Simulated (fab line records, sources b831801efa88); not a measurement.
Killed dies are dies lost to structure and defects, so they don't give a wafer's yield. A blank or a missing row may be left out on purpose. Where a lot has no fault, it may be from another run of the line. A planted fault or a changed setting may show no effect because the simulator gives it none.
2 desks, one fault || flow sky130 || every desk sees just its own numbers, and what lay behind them comes last

TOOL OWNER'S DESK, implanter-01
The tool's own readings at SKY_NWELL_IMPLANT_13: means of the sampled wafers that have a number, for each lot that ran on this tool. Any lot whose mean is over 4 standard deviations away from the usual mean is out of limits and marked OUT; that distance is given in the brackets.
Columns: A = beamEnergyKeV at SKY_NWELL_IMPLANT_13, usual 49.999; B = doseIonsCm2 at SKY_NWELL_IMPLANT_13, usual 7e+11; C = faradayCurrentUA at SKY_NWELL_IMPLANT_13, usual 3.95
{"lot": "L931", "first seen here": "day 5 14:24", "A": 50.014, "B": 7e+11, "C": 3.99}
{"lot": "L937", "first seen here": "day 7 02:54", "A": 49.997, "B": "2e+11 (-99 or more) OUT", "C": "1.04 (-40) OUT"}
{"lot": "L939", "first seen here": "day 7 21:10", "A": 49.992, "B": "2e+11 (-99 or more) OUT", "C": "1.02 (-40) OUT"}
This desk's finding: out of limits on L937, L939; first on L937, day 7 02:54 (doseIonsCm2 at SKY_NWELL_IMPLANT_13). L931: within limits.

FROM THE METROLOGY DESK
Lot by lot, what the gauges showed, no matter which tool ran the lot: averages of those sampled wafers that carry a number. Any lot whose mean is over 4 standard deviations away from the usual mean is out of limits and marked OUT; that distance is given in the brackets.
Columns: A = NWELL_RS at SKY_NWELL_RS_MEAS_29, usual 624.9 ohm/sq; B = VIA2_OVL at SKY_VIA2_OVL_MEAS_13, usual -3 nm
{"lot": "L930", "first seen here": "day 6 07:53", "A": 623.1, "B": -1}
{"lot": "L931", "first seen here": "day 6 08:32", "A": 625.3, "B": -1}
{"lot": "L934", "first seen here": "day 6 21:53", "A": 625.3, "B": -1}
{"lot": "L936", "first seen here": "day 7 11:40", "A": 625.0, "B": -4}
{"lot": "L937", "first seen here": "day 7 22:40", "A": "643.6 (+14) OUT", "B": -2}
{"lot": "L939", "first seen here": "day 8 17:41", "A": "642.7 (+14) OUT", "B": -3}
{"lot": "L943", "first seen here": "day 9 06:18", "A": 624.5, "B": -5}
{"lot": "L944", "first seen here": "day 9 07:33", "A": 625.7, "B": -11}
{"lot": "L946", "first seen here": "day 9 15:32", "A": 623.4, "B": 0}
{"lot": "L947", "first seen here": "day 10 01:32", "A": 626.2, "B": -5}
{"lot": "L948", "first seen here": "day 10 02:43", "A": 625.2, "B": -3}
{"lot": "L949", "first seen here": "day 10 11:51", "A": 625.8, "B": -2}
This desk reports L937, L939 out of limits; the earliest was L937 at day 7 22:40 (NWELL_RS at SKY_NWELL_RS_MEAS_29). L930, L931, L934, L936, L943, L944, L946, L947, L948, L949: within limits.

PUT TOGETHER
The tool owner's desk could have raised an alarm at day 7 02:54, on L937, L939.
Metrology desk: alarm possible at day 7 22:40 on L937, L939.
Of the lots named, all ran SKY_NWELL_IMPLANT_13 on implanter-01.

WHAT WAS PUT IN BY THE SIMULATOR
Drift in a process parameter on implanter-01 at SKY_NWELL_IMPLANT_13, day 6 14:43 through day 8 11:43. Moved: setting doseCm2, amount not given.
Lots struck among those shown: L937, L939.
Time in hours from fault onset to the first out-of-limits reading at each desk: tool owner's desk 12, metrology desk 32.
